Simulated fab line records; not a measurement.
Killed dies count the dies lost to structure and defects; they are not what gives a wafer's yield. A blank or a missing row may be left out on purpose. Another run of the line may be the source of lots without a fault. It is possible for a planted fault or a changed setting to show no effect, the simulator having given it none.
fab line records	flow sky130
record: lots: 7	wafers: 21	last-day: 47
route steps=708 shown NWELL@82 PWDE@84 VT_ADJUST_HVTP@85 VT_ADJUST_LVTN@97
lots with no fault: from the same line, run without faults
start-h: the number of hours between the record's first day and the start of the first shown wafer of the lot	wait-h: hours since the lot's step before	" identical to the entry in the row above	L1.1+2: a row that stands for several wafers	- either no value or no given start	* or withheld: withheld	< > ~ a bound
route shown NAME@n: NAME is a module with steps in the file, n the number in the route of the first one	usual: mean/standard deviation of fault-free wafers	same: alike in all rows	chamber/n: place in a boat	sites: each site's reading	_std_site: how widely they spread, as a standard deviation	_edge_site: mean of outer sites minus mean of inner sites	radius-mm: for every site, how far away it sits from the centre of the wafer	mask NAME#n: copy n	behind: tool/chamber where the wafer was last shaped	hold: why the lot went on hold/how many hours it stayed there/how the hold came to an end	device: whichever transistor did not switch (one of n, p or np)	end of line: at the end of the route, the tests of the same wafers	where a step has no rows: the recipe by itself	killed: the dies lost at the first sort to structure and to defects; this is not the yield of the wafer	map: shows each die of a wafer: x if killed, . if not, _ if none is there
set.NAME: the setting as run; set.NAME@STEP: as run at that earlier step	model.NAME: the simulator's own value behind a step, which no gauge read
lots seen at some steps along the route; tables by step, rows by wafer
services: from which hour (start-h, from the record's first day; less than 0 if before it) a tool's chamber was out of use, for how many hours, and why
== steps ==
step: SKY_NWELL_RS_MEAS_29
recipe: thk-meas-gauge: four-point-probe
usual: NWELL_RS: 624.1/1.3
lot.wafer	tool	chamber	start-h	wait-h	NWELL_RS[ohm/sq]
L829.1	film-metro-03	-	111.13	0.1	624.6
L829.4	"	-	"	"	622.9
L829.6	"	-	"	"	625.9
L830.1	film-metro-04	-	118.77	0.1	624.1
L830.5	"	-	"	"	622.9
L830.6	"	-	"	"	622.5
L833.1	film-metro-03	-	137.08	0.1	622.6
L833.2	"	-	"	"	622.0
L833.3	"	-	"	"	623.9
L835.2	film-metro-03	-	147.54	0.1	625.3
L835.3	"	-	"	"	626.2
L835.6	"	-	"	"	626.0
L836.1	film-metro-02	-	153.20	0.1	622.6
L836.5	"	-	"	"	623.1
L836.6	"	-	"	"	624.7
L837.1	film-metro-04	-	156.88	0.1	626.2
L837.2	"	-	"	"	626.1
L837.4	"	-	"	"	626.2
L838.1	film-metro-03	-	169.02	0.1	625.7
L838.2	"	-	"	"	623.9
L838.6	"	-	"	"	623.4
step: SKY_NWELL_RS_MEAS_31
recipe: thk-meas-gauge: four-point-probe
usual: PWDE_RS: 5275/17
lot.wafer	tool	chamber	start-h	wait-h	PWDE_RS[ohm/sq]
L829.1	film-metro-03	-	111.37	0.1	5272
L829.4	"	-	"	"	5268
L829.6	"	-	"	"	5268
L830.1	film-metro-04	-	119.01	0.1	5287
L830.5	"	-	"	"	5258
L830.6	"	-	"	"	5268
L833.1	film-metro-03	-	137.32	0.1	5279
L833.2	"	-	"	"	5289
L833.3	"	-	"	"	5271
L835.2	film-metro-03	-	147.78	0.1	5272
L835.3	"	-	"	"	5263
L835.6	"	-	"	"	5269
L836.1	film-metro-02	-	153.44	0.1	5263
L836.5	"	-	"	"	5269
L836.6	"	-	"	"	5246
L837.1	film-metro-04	-	157.12	0.1	5316
L837.2	"	-	"	"	5306
L837.4	"	-	"	"	5324
L838.1	film-metro-03	-	169.26	0.1	5274
L838.2	"	-	"	"	5277
L838.6	"	-	"	"	5282
step: SKY_VT_ADJUST_HVTP_DEHYDRATE_00
recipe: temp-c: 200	time-s: 60
step: SKY_VT_ADJUST_HVTP_HMDS_01
recipe: prime-time-s: 60	prime-temp-c: 120
step: SKY_VT_ADJUST_HVTP_COAT_02
recipe: resist: NOVOLAK	spin-rpm: 3000	resist-thk-nm: 1140
step: SKY_VT_ADJUST_HVTP_SOFTBAKE_03
recipe: temp-c: 90	time-s: 60	resist: NOVOLAK
step: SKY_VT_ADJUST_HVTP_EXPOSE_04
recipe: mask-id: HVTPM	na: 0.6	source-shape: conventional	sigma-outer: 0.6	polarization: unpolarized	target-cd-nm: 380	dose-mj: 140
step: SKY_VT_ADJUST_HVTP_PEB_05
recipe: temp-c: withheld	time-s: *	resist: NOVOLAK
step: SKY_VT_ADJUST_HVTP_DEVELOP_06
recipe: resist: NOVOLAK	developer: TMAH	develop-time-s: 60	dev-temp-c: 23
step: SKY_VT_ADJUST_HVTP_CD_MEAS_07
recipe: target-cd-nm: 380
usual: cd-nm: 380.6/2.7
lot.wafer	tool	chamber	start-h	wait-h	cd-nm
L829.1	cd-sem-02	-	130.03	0.1	381.2
L829.4	"	-	"	"	381.1
L829.6	"	-	"	"	380.9
L830.1	cd-sem-01	-	137.29	0.1	380.6
L830.5	"	-	"	"	379.9
L830.6	"	-	"	"	380.1
L833.1	cd-sem-01	-	156.21	0.1	383.4
L833.2	"	-	"	"	382.0
L833.3	"	-	"	"	383.7
L835.2	cd-sem-02	-	167.58	0.1	382.6
L835.3	"	-	"	"	384.2
L835.6	"	-	"	"	383.1
L836.1	cd-sem-01	-	172.99	0.1	384.5
L836.5	"	-	"	"	383.3
L836.6	"	-	"	"	381.6
L837.1	cd-sem-02	-	176.81	0.1	381.8
L837.2	"	-	"	"	379.7
L837.4	"	-	"	"	383.1
L838.1	cd-sem-02	-	189.81	0.1	377.3
L838.2	"	-	"	"	382.1
L838.6	"	-	"	"	380.5
step: SKY_VT_ADJUST_HVTP_OVL_MEAS_08
usual: VT_ADJUST_HVTP_OVL: -0.2/1.6
lot.wafer	tool	chamber	start-h	wait-h	VT_ADJUST_HVTP_OVL[nm]
L829.1	overlay-01	-	130.15	0.1	-2.8
L829.4	"	-	"	"	-4.3
L829.6	"	-	"	"	-3.8
L830.1	overlay-01	-	137.41	0.1	-0.1
L830.5	"	-	"	"	0.6
L830.6	"	-	"	"	1.1
L833.1	overlay-01	-	156.33	0.1	0.8
L833.2	"	-	"	"	0.6
L833.3	"	-	"	"	0.2
L835.2	overlay-01	-	167.69	0.1	-0.1
L835.3	"	-	"	"	0.8
L835.6	"	-	"	"	-1.0
L836.1	overlay-02	-	173.11	0.1	1.2
L836.5	"	-	"	"	1.0
L836.6	"	-	"	"	1.6
L837.1	overlay-01	-	176.93	0.1	-2.7
L837.2	"	-	"	"	-2.2
L837.4	"	-	"	"	-1.1
L838.1	overlay-01	-	189.93	0.1	-3.1
L838.2	"	-	"	"	-1.4
L838.6	"	-	"	"	-2.5
step: SKY_VT_ADJUST_HVTP_IMPLANT_09
recipe: species: As	energy-kev: 150	dose-cm2: 4.3e+12	tilt-deg: withheld
usual: implant-ion-amu: 75/0
lot.wafer	tool	chamber	start-h	wait-h	implant-ion-amu	model.implant.rp-nm	model.implant.drp-nm
L829.1	implanter-04	0	130.18	0.0	75	86.54	33.4
L829.4	"	0	"	"	75	86.54	33.4
L829.6	"	0	"	"	75	86.54	33.4
L830.1	implanter-03	0	137.44	0.0	75	78.95	33.4
L830.5	"	0	"	"	75	78.95	33.4
L830.6	"	0	"	"	75	78.95	33.4
L833.1	implanter-04	0	156.37	0.0	75	85.7	33.4
L833.2	"	0	"	"	75	85.7	33.4
L833.3	"	0	"	"	75	85.7	33.4
L835.2	implanter-02	0	167.74	0.0	75	81.07	33.4
L835.3	"	0	"	"	75	81.07	33.4
L835.6	"	0	"	"	75	81.07	33.4
L836.1	implanter-04	0	173.14	0.0	31	186.4	62.72
L836.5	"	0	"	"	31	186.4	62.72
L836.6	"	0	"	"	31	186.4	62.72
L837.1	implanter-02	0	176.97	0.0	31	187.5	62.72
L837.2	"	0	"	"	31	187.5	62.72
L837.4	"	0	"	"	31	187.5	62.72
L838.1	implanter-02	0	189.97	0.0	31	189.6	62.72
L838.2	"	0	"	"	31	189.6	62.72
L838.6	"	0	"	"	31	189.6	62.72
step: SKY_VT_ADJUST_HVTP_STRIP_10
recipe: chemistry: O2/N2	power-w: 1400	pressure-mtorr: 1500	platen-temp-c: withheld	o2-flow-sccm: 3000	n2-flow-sccm: 300	overash-fraction: 0.5
usual: drypump-motor-current-A: 5.8/0.45	oes-product-au: 0.716/0.005	strip-time-to-endpoint-s: 14.16/0.041
lot.wafer	tool	chamber	start-h	wait-h	drypump-motor-current-A	oes-product-au	rf-hours-counter-h	strip-time-to-endpoint-s
L829.1	plasma-asher-01	0	130.33	0.1	5.6	0.708	46	14.21
L829.4	"	1	"	"	6.0	0.713	-	14.24
L829.6	"	1	"	"	6.0	0.714	-	14.22
L830.1	plasma-asher-01	0	137.59	0.1	5.6	0.717	46	14.18
L830.5	"	1	"	"	6.0	0.720	-	14.18
L830.6	"	0	"	"	5.6	0.716	-	14.15
L833.1	plasma-asher-04	0	156.52	0.1	5.3	0.715	37	14.14
L833.2	"	1	"	"	5.8	0.714	37	14.12
L833.3	"	0	"	"	5.3	0.708	-	14.15
L835.2	plasma-asher-01	1	167.87	0.1	6.0	0.717	49	14.14
L835.3	"	1	"	"	6.0	0.721	-	14.14
L835.6	"	0	"	"	5.5	0.713	-	14.16
L836.1	plasma-asher-04	1	173.29	0.1	5.8	0.715	39	14.16
L836.5	"	1	"	"	5.8	0.713	-	14.18
L836.6	"	0	"	"	5.3	0.715	-	14.21
L837.1	plasma-asher-03	1	177.12	0.1	6.6	0.714	6	14.15
L837.2	"	0	"	"	5.4	0.714	6	14.09
L837.4	"	0	"	"	5.4	0.711	-	14.16
L838.1	plasma-asher-01	1	190.12	0.1	6.0	0.714	51	14.14
L838.2	"	0	"	"	5.6	0.716	51	14.10
L838.6	"	0	"	"	5.5	0.714	-	14.11
step: SKY_VT_ADJUST_HVTP_TW_MEAS_11
usual: VT_ADJUST_HVTP_TW: 1364/6.8
lot.wafer	tool	chamber	start-h	wait-h	VT_ADJUST_HVTP_TW
L829.1	film-metro-04	-	130.43	0.1	1355
L829.4	"	-	"	"	1360
L829.6	"	-	"	"	1355
L830.1	film-metro-01	-	137.69	0.1	1359
L830.5	"	-	"	"	1363
L830.6	"	-	"	"	1362
L833.1	film-metro-01	-	156.62	0.1	1367
L833.2	"	-	"	"	1360
L833.3	"	-	"	"	1365
L835.2	film-metro-02	-	167.98	0.1	1358
L835.3	"	-	"	"	1366
L835.6	"	-	"	"	1366
L836.1	film-metro-02	-	173.39	0.1	968
L836.5	"	-	"	"	968
L836.6	"	-	"	"	970
L837.1	film-metro-02	-	177.22	0.1	965
L837.2	"	-	"	"	970
L837.4	"	-	"	"	965
L838.1	film-metro-04	-	190.22	0.1	954
L838.2	"	-	"	"	957
L838.6	"	-	"	"	955
step: SKY_VT_ADJUST_LVTN_DEHYDRATE_00
recipe: temp-c: 200	time-s: 60
== services ==
tool	chamber	start-h	hours	kind
plasma-asher-03	-	108.75	9.0	pm
plasma-asher-03	0	108.75	9.0	vent-cycle
plasma-asher-03	1	108.75	9.0	vent-cycle
implanter-03	-	116.11	1.8	repair
plasma-asher-03	0	117.75	-	clean
plasma-asher-03	1	117.75	-	clean
implanter-04	-	166.10	2.2	repair
== key ==
first-sign: step: SKY_VT_ADJUST_HVTP_IMPLANT_09	reading: implant-ion-amu	direction: down	sigmas: 99+	usual: 75	struck: 31
effect: step: SKY_VT_ADJUST_HVTP_TW_MEAS_11	reading: VT_ADJUST_HVTP_TW	direction: down	sigmas: 59	usual: 1364	struck: 964
model-effect: step: SKY_VT_ADJUST_HVTP_IMPLANT_09	value: implant.rp-nm	without: 84.07	struck: 187.8
met-at SKY_VT_ADJUST_HVTP_IMPLANT_09
struck-wafers L836.1,L836.5,L836.6,L837.1,L837.2,L837.4,L838.1,L838.2,L838.6
tester-left-out L836,L837,L838
onset-between 167.74 173.14
fault: kind: wrong-recipe-download	tool: implanter-02,implanter-03,implanter-04	chamber: -	onset-h: 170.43	steps: SKY_VT_ADJUST_HVTP_IMPLANT_09	wrong-recipe.not-listed: 1
tester-left-out: of these lots the tester's yield and bins aren't shown, on N5 and GAA mostly nor the transistor test; their killed dies are dies lost to structure and defects alone, not to doping, threshold or leakage, so they don't give the yield
